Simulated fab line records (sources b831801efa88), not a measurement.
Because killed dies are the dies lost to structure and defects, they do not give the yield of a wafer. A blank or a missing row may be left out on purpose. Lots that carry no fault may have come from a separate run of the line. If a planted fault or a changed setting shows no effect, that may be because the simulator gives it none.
Chamber matching    flow sky130    SKY_VIA2_ETCH_15 on rie_diel-03: 4 sister chambers
The step etches SiO2 in C4F8/O2/Ar, stops on TiN, target depth 546 nm, time 84 s. 18 wafers are shown with their chamber, then 9 later ones without.

WAFERS, EACH WITH ITS CHAMBER
wafer   chamber  bias_w (W)  chamber_pressure_mTorr (mTorr)  oes_product_au (a.u.)
L075.1  3        1237        39.98                           0.938
L075.3  1        1242        40.01                           0.939
L075.5  1        1238        39.97                           0.940
L077.1  1        1247        40.05                           0.937
L077.4  2        1242        39.97                           0.943
L077.6  0        1243        40.04                           0.940
L082.2  0        1236        39.96                           0.937
L082.3  2        1245        39.91                           0.939
L082.4  2        1241        40.05                           0.934
L086.2  3        1235        39.99                           0.937
L086.3  0        1246        40.04                           0.940
L086.5  2        1243        40.01                           0.940
L088.3  0        1239        40.05                           0.939
L088.5  1        1243        39.96                           0.932
L088.6  2        1248        40.01                           0.948
L091.3  1        1242        39.99                           0.943
L091.5  1        1247        39.94                           0.942
L091.6  2        1240        39.97                           0.941

SIGNATURES, as means of the wafers listed above
reading                 chamber 0  chamber 1  chamber 2  chamber 3  scatter within a chamber
bias_w                  1241.00    1243.17    1243.17    1236.00    3.4
chamber_pressure_mTorr  40.0225    39.9867    39.9867    39.9850    0.0419
oes_product_au          0.93900    0.93883    0.94083    0.93750    0.0037
Rule: distance of a wafer from a chamber = root of the sum over the readings of ((wafer's reading minus chamber's mean) / reading's scatter) squared. If the next closest chamber is less than 2 further off than the closest, the wafer can't be placed; otherwise it belongs to the closest. How the scatter is found: for the shown wafers, subtract from each reading the mean of its chamber, square and add these, divide the total by (wafers less chambers), then take the root.

WAFERS WITHOUT THEIR CHAMBER
wafer   bias_w (W)  chamber_pressure_mTorr (mTorr)  oes_product_au (a.u.)
L092.2  1244        40.00                           0.935
L092.3  1241        40.01                           0.939
L092.6  1241        40.00                           0.938
L093.2  1247        40.00                           0.941
L093.4  1236        39.94                           0.939
L093.6  1237        40.04                           0.941
L097.2  1244        40.08                           0.935
L097.5  1250        40.05                           0.935
L097.6  1245        39.99                           0.934

EACH ONE'S CHAMBER
wafer   from the rows above                in truth
L092.2  can't be placed: 1 or 0 or 2 or 3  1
L092.3  can't be placed: 0 or 1 or 2 or 3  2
L092.6  can't be placed: 0 or 1 or 2 or 3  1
L093.2  can't be placed: 2 or 1 or 0       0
L093.4  can't be placed: 3 or 1 or 2 or 0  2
L093.6  can't be placed: 0 or 3 or 2 or 1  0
L097.2  can't be placed: 0 or 1 or 2 or 3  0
L097.5  can't be placed: 1 or 0 or 2 or 3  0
L097.6  can't be placed: 1 or 2 or 0 or 3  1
Correct placement for 0 of the 9. Can't be placed from these rows: 9 (the true chamber is among the candidates in 9). Number placed wrongly: 0.
